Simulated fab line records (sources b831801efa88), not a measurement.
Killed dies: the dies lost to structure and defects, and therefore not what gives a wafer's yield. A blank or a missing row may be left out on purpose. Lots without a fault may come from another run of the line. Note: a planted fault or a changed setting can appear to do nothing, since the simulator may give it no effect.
fab line records | flow sky130
[record] lots = 6 wafers = 18 lastDay = 50
route steps=708 shown METAL1@435
lots with no fault: from the same line, run without faults
startH: start of the lot's first displayed wafer, in hours after the record's first day | waitH: time in hours since the lot's previous step | " repeats the value in the row above | L1.1+2: several wafers, shown together as one row | - no value, or no start given | * or withheld: withheld | < > ~ a bound
route shown NAME@n: names a module that has steps shown in the file, with the first one's number in the route | usual: mean and standard deviation over wafers with no fault | same: alike in all rows | chamber/n: place in a boat | sites: the reading at each site | _std_site: their standard deviation | _edge_site: the outer-site mean with the inner-site mean subtracted | radiusMm: how far each site lies from the wafer's centre | mask NAME#n: copy n | behind: the most recent tool/chamber to have shaped the wafer | hold: why the lot was held/for how many hours/how that ended | device: names the non-switching transistor (n, p or np) | end of line: tests of these same wafers at the route's end | step lacking rows: just its recipe | killed: at the first sort, the dies lost to defects and structure; wafer yield is something else | map: the dies of a wafer, with x for killed, . for not killed, _ for no die there
set.NAME: the setting the step ran with; set.NAME@STEP: the setting that earlier step ran with | model.NAME: the simulator's own value behind a step, which no gauge read
a table for each step, a row for each wafer; lots at some steps of the route
services: a tool's chamber out of use, with start hour (startH, from the record's first day; less than 0 if before it), hours out, and reason
[[steps]]
[step SKY_METAL1_SPUTTER_01]
[recipe] material = TiN targetThkNm = 20 powerW = 6500 timeS = 16.7 chamberPressurePa = 0.4
[usual] throttleValvePct = 30.4/0.53
// columns lot.wafer tool chamber startH waitH throttleValvePct
L696.1 pvdSputter-01 - 755.47 0.0 30.2
L696.5 " - " " 31.0
L696.6 " - " " 29.7
L698.3 pvdSputter-03 - 765.52 0.0 30.2
L698.5 " - " " 30.3
L698.6 " - " " 29.6
L712.2 pvdSputter-03 - 870.15 0.0 30.1
L712.3 " - " " 29.3
L712.4 " - " " 29.7
L713.2 pvdSputter-04 - 874.77 0.0 30.0
L713.3 " - " " 29.7
L713.6 " - " " 31.4
L716.2 pvdSputter-04 - 885.77 0.0 30.0
L716.5 " - " " 31.7
L716.6 " - " " 30.4
L717.2 pvdSputter-01 - 902.46 0.0 30.0
L717.4 " - " " 30.5
L717.5 " - " " 29.9
[step SKY_METAL1_SPUTTER_02]
[recipe] material = AlCu targetThkNm = 250 powerW = 10600 timeS = 13.3 chamberPressurePa = 0.4
[usual] throttleValvePct = 30.4/0.54
// columns lot.wafer tool chamber startH waitH throttleValvePct
L696.1 pvdSputter-01 - 755.50 0.0 29.9
L696.5 " - " " 30.9
L696.6 " - " " 29.9
L698.3 pvdSputter-03 - 765.54 0.0 30.4
L698.5 " - " " 30.2
L698.6 " - " " 29.9
L712.2 pvdSputter-03 - 870.18 0.0 30.5
L712.3 " - " " 29.7
L712.4 " - " " 29.8
L713.2 pvdSputter-04 - 874.79 0.0 30.2
L713.3 " - " " 29.3
L713.6 " - " " 31.7
L716.2 pvdSputter-04 - 885.80 0.0 30.5
L716.5 " - " " 31.7
L716.6 " - " " 30.0
L717.2 pvdSputter-01 - 902.49 0.0 30.0
L717.4 " - " " 30.7
L717.5 " - " " 30.3
[step SKY_METAL1_SPUTTER_03]
[recipe] material = Ti targetThkNm = 5 powerW = 3000 timeS = 3.3 chamberPressurePa = 0.4
[usual] throttleValvePct = 30.4/0.54
// columns lot.wafer tool chamber startH waitH throttleValvePct
L696.1 pvdSputter-01 - 755.52 0.0 30.0
L696.5 " - " " 30.8
L696.6 " - " " 29.7
L698.3 pvdSputter-03 - 765.57 0.0 30.1
L698.5 " - " " 30.2
L698.6 " - " " 29.6
L712.2 pvdSputter-03 - 870.20 0.0 30.1
L712.3 " - " " 29.8
L712.4 " - " " 29.8
L713.2 pvdSputter-04 - 874.82 0.0 30.2
L713.3 " - " " 29.4
L713.6 " - " " 31.7
L716.2 pvdSputter-04 - 885.82 0.0 30.0
L716.5 " - " " 31.5
L716.6 " - " " 30.2
L717.2 pvdSputter-01 - 902.51 0.0 30.1
L717.4 " - " " 31.1
L717.5 " - " " 29.9
[step SKY_METAL1_SPUTTER_04]
[recipe] material = TiN targetThkNm = 70 powerW = 6500 timeS = 58.3 chamberPressurePa = 0.4
[usual] throttleValvePct = 30.3/0.51
// columns lot.wafer tool chamber startH waitH throttleValvePct
L696.1 pvdSputter-01 - 755.54 0.0 30.1
L696.5 " - " " 30.9
L696.6 " - " " 30.0
L698.3 pvdSputter-03 - 765.58 0.0 29.9
L698.5 " - " " 30.0
L698.6 " - " " 29.6
L712.2 pvdSputter-03 - 870.22 0.0 30.2
L712.3 " - " " 29.8
L712.4 " - " " 29.7
L713.2 pvdSputter-04 - 874.84 0.0 30.0
L713.3 " - " " 29.5
L713.6 " - " " 31.9
L716.2 pvdSputter-04 - 885.84 0.0 29.8
L716.5 " - " " 31.7
L716.6 " - " " 30.0
L717.2 pvdSputter-01 - 902.53 0.0 29.8
L717.4 " - " " 30.8
L717.5 " - " " 29.8
[step SKY_METAL1_RS_MEAS_05]
[recipe] thkMeasGauge = four-point-probe reads = TiN_of_METAL1_SPUTTER_04+Ti_of_METAL1_SPUTTER_03+AlCu_of_METAL1_SPUTTER_02+TiN_of_METAL1_SPUTTER_01+Ti_of_METAL1_SPUTTER_00
[usual] METAL1_ALCU_RS = 0.1270/0.0011
// columns lot.wafer tool chamber startH waitH METAL1_ALCU_RS[ohm/sq]
L696.1 filmMetro-02 - 755.59 0.0 0.1275
L696.5 " - " " 0.1268
L696.6 " - " " 0.1273
L698.3 filmMetro-03 - 765.67 0.1 0.1282
L698.5 " - " " 0.1268
L698.6 " - " " 0.1269
L712.2 filmMetro-03 - 870.30 0.0 0.1278
L712.3 " - " " 0.1285
L712.4 " - " " 0.1276
L713.2 filmMetro-04 - 874.91 0.0 0.1266
L713.3 " - " " 0.1274
L713.6 " - " " 0.1254
L716.2 filmMetro-02 - 885.91 0.0 0.1285
L716.5 " - " " 0.1281
L716.6 " - " " 0.1279
L717.2 filmMetro-03 - 902.60 0.0 0.1267
L717.4 " - " " 0.1266
L717.5 " - " " 0.1256
[step SKY_METAL1_THK_MEAS_06]
[recipe] thkMeasGauge = xrf reads = AlCu_of_METAL1_SPUTTER_02
[usual] METAL1_ALCU_THK = 246.9/2.6
// columns lot.wafer tool chamber startH waitH METAL1_ALCU_THK[nm]
L696.1 filmMetro-02 - 755.71 0.1 244.1
L696.5 " - " " 247.5
L696.6 " - " " 247.4
L698.3 filmMetro-03 - 765.77 0.1 249.9
L698.5 " - " " 248.5
L698.6 " - " " 250.1
L712.2 filmMetro-03 - 870.41 0.1 243.6
L712.3 " - " " 244.8
L712.4 " - " " 246.6
L713.2 filmMetro-04 - 875.02 0.1 248.9
L713.3 " - " " 247.4
L713.6 " - " " 250.5
L716.2 filmMetro-02 - 886.02 0.1 243.1
L716.5 " - " " 243.9
L716.6 " - " " 243.6
L717.2 filmMetro-03 - 902.71 0.1 248.4
L717.4 " - " " 250.5
L717.5 " - " " 250.4
[step SKY_METAL1_DEHYDRATE_07]
[recipe] tempC = 200 timeS = 60
[step SKY_METAL1_HMDS_08]
[recipe] primeTimeS = 60 primeTempC = 120
[step SKY_METAL1_COAT_09]
[recipe] resist = BARC tempC = withheld timeS = withheld spinRpm = 3000 resistThkNm = 60
[step SKY_METAL1_COAT_10]
[recipe] resist = KrF-thick spinRpm = 3000 resistThkNm = 450
[step SKY_METAL1_SOFTBAKE_11]
[recipe] tempC = 100 timeS = 90 resist = KrF-thick
[step SKY_METAL1_EXPOSE_12]
[recipe] maskId = MM1 na = 0.8 sourceShape = annular sigmaInner = 0.55 sigmaOuter = 0.85 targetCdNm = 140 doseMj = 28
[step SKY_METAL1_PEB_13]
[recipe] pebTempC = withheld pebTimeS = withheld resist = KrF-thick
[usual] chillPlateTempC = * exhaustPa = 44.9/0.89
// columns lot.wafer tool chamber startH waitH chillPlateTempC exhaustPa
L696.1 lithoTrack-04 0 781 - * 44.8
L696.5 " 0 " " * 44.8
L696.6 " 0 " " * 46.7
L698.3 lithoTrack-03 0 792 - * 44.2
L698.5 " 0 " " * 43.4
L698.6 " 0 " " * 45.7
L712.2 lithoTrack-04 - 895 - - -
L712.3 " - " " - -
L712.4 " - " " - -
L713.2 lithoTrack-02 - 899 - - -
L713.3 " - " " - -
L713.6 " - " " - -
L716.2 lithoTrack-04 0 911 - * 43.9
L716.5 " 0 " " * 45.7
L716.6 " 0 " " * 44.8
L717.2 lithoTrack-04 0 927 - * 44.3
L717.4 " 0 " " * 45.3
L717.5 " 0 " " * 44.2
[step SKY_METAL1_DEVELOP_14]
[recipe] developTimeS = 60 resist = KrF-thick devTempC = 21
[[services]]
// columns tool chamber startH hours kind
pvdSputter-04 - 770.27 6.0 repair
pvdSputter-04 - 791.63 6.7 repair
pvdSputter-03 - 814.96 2.6 repair
pvdSputter-04 - 822.06 1.9 repair
pvdSputter-04 - 825.36 3.1 repair
pvdSputter-03 - 858.00 2.0 repair
pvdSputter-03 - 911.76 4.0 repair
[[key]]
[firstSign] step = SKY_METAL1_PEB_13 reading = toolRecord direction = missing
effect none on later readings
metAt SKY_METAL1_PEB_13
struckWafers L712.2,L712.3,L712.4,L713.2,L713.3,L713.6
laterRowsLeftOut L712.2,L712.3,L712.4,L713.2,L713.3,L713.6
sortLeftOut L712.2,L712.3,L712.4,L713.2,L713.3,L713.6
onsetBetween 781 895
[fault] kind = skippedStepWhole tool = lithoTrack-02,lithoTrack-04 chamber = - onsetH = 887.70 steps = SKY_METAL1_PEB_13 scope = struckLotsOnly
// sortLeftOut: the simulated sort isn't trusted on such a fault, so these wafers' sort isn't shown, and their yield isn't known
// laterRowsLeftOut: the simulator's readings of these wafers behind a module that went badly wrong aren't trusted and aren't shown, but for the sort
